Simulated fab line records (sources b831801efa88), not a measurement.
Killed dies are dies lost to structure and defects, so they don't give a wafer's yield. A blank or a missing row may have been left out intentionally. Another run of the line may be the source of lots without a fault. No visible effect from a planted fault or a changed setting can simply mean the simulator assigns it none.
Which tool was responsible? | flow sky130 | Sampling: 14 lots, 42 wafers, 4 of 708 route steps

WHAT THE GAUGES SHOWED, per wafer
SKY_SD_P_TW_MEAS_11. Usual: SD_P_TW 2811, standard deviation 20.
lot  | measured     | on            | SD_P_TW        | flag
L638 | day 25 13:55 | film_metro-01 | 2806 2781 2810 |
L641 | day 27 00:43 | film_metro-01 | 2815 2796 2812 |
L640 | day 27 02:18 | film_metro-01 | 2801 2811 2794 |
L642 | day 27 10:47 | film_metro-02 | 2801 2807 2806 |
L645 | day 27 23:22 | film_metro-02 | 2817 2814 2805 |
L644 | day 28 00:19 | film_metro-02 | 2784 2794 2794 |
L646 | day 28 12:37 | film_metro-01 | 2798 2811 2806 |
L647 | day 29 01:52 | film_metro-01 | 2789 2803 2788 |
L648 | day 29 13:30 | film_metro-04 | 2825 2827 2805 |
L653 | day 31 06:49 | film_metro-02 | 2745 2726 2741 | OFF
L655 | day 31 08:22 | film_metro-04 | 2823 2828 2831 |
L656 | day 31 23:06 | film_metro-04 | 2751 2745 2745 | OFF
L658 | day 32 16:29 | film_metro-01 | 2803 2818 2810 |
L660 | day 33 00:23 | film_metro-04 | 2821 2818 2818 |

SKY_SD_N_RS_MEAS_17: the measuring method here is four-point-probe. Usual: SD_P_RS 147.1 ohm/sq, standard deviation 0.37.
lot  | measured     | on            | SD_P_RS (ohm/sq)  | flag
L638 | day 27 23:38 | film_metro-04 | 147.4 147.9 147.3 |
L641 | day 29 09:00 | film_metro-04 | 146.9 147.0 146.6 |
L640 | day 29 11:07 | film_metro-04 | 147.7 147.1 147.0 |
L642 | day 29 19:41 | film_metro-02 | 147.0 146.8 146.7 |
L645 | day 30 08:18 | film_metro-02 | 146.4 146.8 146.7 |
L644 | day 30 09:23 | film_metro-01 | 147.3 147.0 147.5 |
L646 | day 30 22:01 | film_metro-02 | 146.8 146.7 146.9 |
L647 | day 31 10:23 | film_metro-04 | 146.6 146.3 146.8 |
L648 | day 31 21:58 | film_metro-01 | 147.6 147.2 147.3 |
L653 | day 33 12:17 | film_metro-02 | 150.2 150.3 149.7 | OFF
L655 | day 33 13:12 | film_metro-04 | 147.1 146.7 146.8 |
L656 | day 34 04:35 | film_metro-01 | 149.7 149.9 150.0 | OFF
L658 | day 34 22:06 | film_metro-04 | 147.5 146.9 146.6 |
L660 | day 35 06:10 | film_metro-02 | 147.2 147.1 147.1 |

WHAT TOOL EACH LOT RAN ON (gives the tool, then ch and the chambers of the sampled wafers, and finally the start)
lot  | SKY_SD_P_IMPLANT_09             | SKY_SD_P_STRIP_10
L638 | implanter-01 ch 0, day 25 13:42 | plasma_asher-04 ch 0,1, day 25 13:50
L641 | implanter-03 ch 0, day 27 00:30 | plasma_asher-02 ch 0,1, day 27 00:38
L640 | implanter-03 ch 0, day 27 02:03 | plasma_asher-02 ch 0,1, day 27 02:12
L642 | implanter-01 ch 0, day 27 10:34 | plasma_asher-01 ch 0,1, day 27 10:41
L645 | implanter-02 ch 0, day 27 23:09 | plasma_asher-02 ch 0,1, day 27 23:17
L644 | implanter-02 ch 0, day 28 00:05 | plasma_asher-02 ch 0,1, day 28 00:12
L646 | implanter-02 ch 0, day 28 12:25 | plasma_asher-02 ch 0,1, day 28 12:31
L647 | implanter-01 ch 0, day 29 01:37 | plasma_asher-02 ch 1, day 29 01:45
L648 | implanter-02 ch 0, day 29 13:15 | plasma_asher-02 ch 0,1, day 29 13:24
L653 | implanter-01 ch 0, day 31 06:35 | plasma_asher-01 ch 0,1, day 31 06:42
L655 | implanter-03 ch 0, day 31 08:09 | plasma_asher-02 ch 0,1, day 31 08:17
L656 | implanter-01 ch 0, day 31 22:53 | plasma_asher-02 ch 0,1, day 31 23:01
L658 | implanter-03 ch 0, day 32 16:14 | plasma_asher-01 ch 0,1, day 32 16:23
L660 | implanter-02 ch 0, day 33 00:10 | plasma_asher-02 ch 0,1, day 33 00:17
- SKY_SD_P_IMPLANT_09
- SKY_SD_P_STRIP_10: strips in O2/N2.

WHAT THE TOOLS THEMSELVES READ (means of the sampled wafers that have a number; where no wafer has one, the mark that the record gives instead)
SKY_SD_P_STRIP_10. Usual: drypump_motor_current_A 5.76 A, standard deviation 0.17; oes_product_au 0.618 a.u., standard deviation 0.0045; strip_time_to_endpoint_s 17.50 s, standard deviation 0.038.
lot  | tool            | drypump_motor_current_A (A) | oes_product_au (a.u.) | strip_time_to_endpoint_s (s) | flag
L638 | plasma_asher-04 | 5.64                        | 0.622                 | 17.57                        |
L641 | plasma_asher-02 | 5.61                        | 0.617                 | 17.49                        |
L640 | plasma_asher-02 | 5.62                        | 0.614                 | 17.47                        |
L642 | plasma_asher-01 | 5.96                        | 0.619                 | 17.49                        |
L645 | plasma_asher-02 | 5.63                        | 0.618                 | 17.47                        |
L644 | plasma_asher-02 | 5.60                        | 0.619                 | 17.48                        |
L646 | plasma_asher-02 | 5.70                        | 0.616                 | 17.43                        |
L647 | plasma_asher-02 | 5.54                        | 0.622                 | 17.49                        |
L648 | plasma_asher-02 | 5.61                        | 0.615                 | 17.44                        |
L653 | plasma_asher-01 | 5.95                        | 0.625                 | 17.14                        | OFF
L655 | plasma_asher-02 | 5.71                        | 0.619                 | 17.51                        |
L656 | plasma_asher-02 | 5.71                        | 0.624                 | 17.13                        | OFF
L658 | plasma_asher-01 | 5.95                        | 0.616                 | 17.55                        |
L660 | plasma_asher-02 | 5.70                        | 0.619                 | 17.46                        |

THE ANSWER, worked out from the rows above alone
Rule: a lot is off if the mean of its wafers that have a number lies more than 3 standard deviations from the usual mean. A lot without any number at a reading at which 4 lots or more have one is off too. Any other lot the step has rows for is counted as sound. The gauges are gone through in route order, then the tools' own readings, and for those a lot's mean is taken as printed above. The first step at which some lot is off is used, and at that step the reading that is off furthest; a lot without a number counts as furthest.
Off: L653, L656, at SKY_SD_P_TW_MEAS_11 (SD_P_TW).
A tool fits if, at a process step before that reading, it ran every lot that is off, and no sound lot after the first of them. Not tried: the gauges at SKY_SD_P_TW_MEAS_11; whatever is off there is also off at SKY_SD_P_STRIP_10, on other tools, and gauge error can't account for it. One fits: implanter-01 at SKY_SD_P_IMPLANT_09. A fault onset in the window from L647 (day 29 01:37, its last sound lot) to L653 (day 31 06:35, its first lot off) fits.

WHAT THE SIMULATOR PUT IN
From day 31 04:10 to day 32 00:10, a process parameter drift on implanter-01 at SKY_SD_P_IMPLANT_09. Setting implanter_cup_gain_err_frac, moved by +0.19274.
Struck lots among those shown: L653, L656. The rule given above showed the same thing.
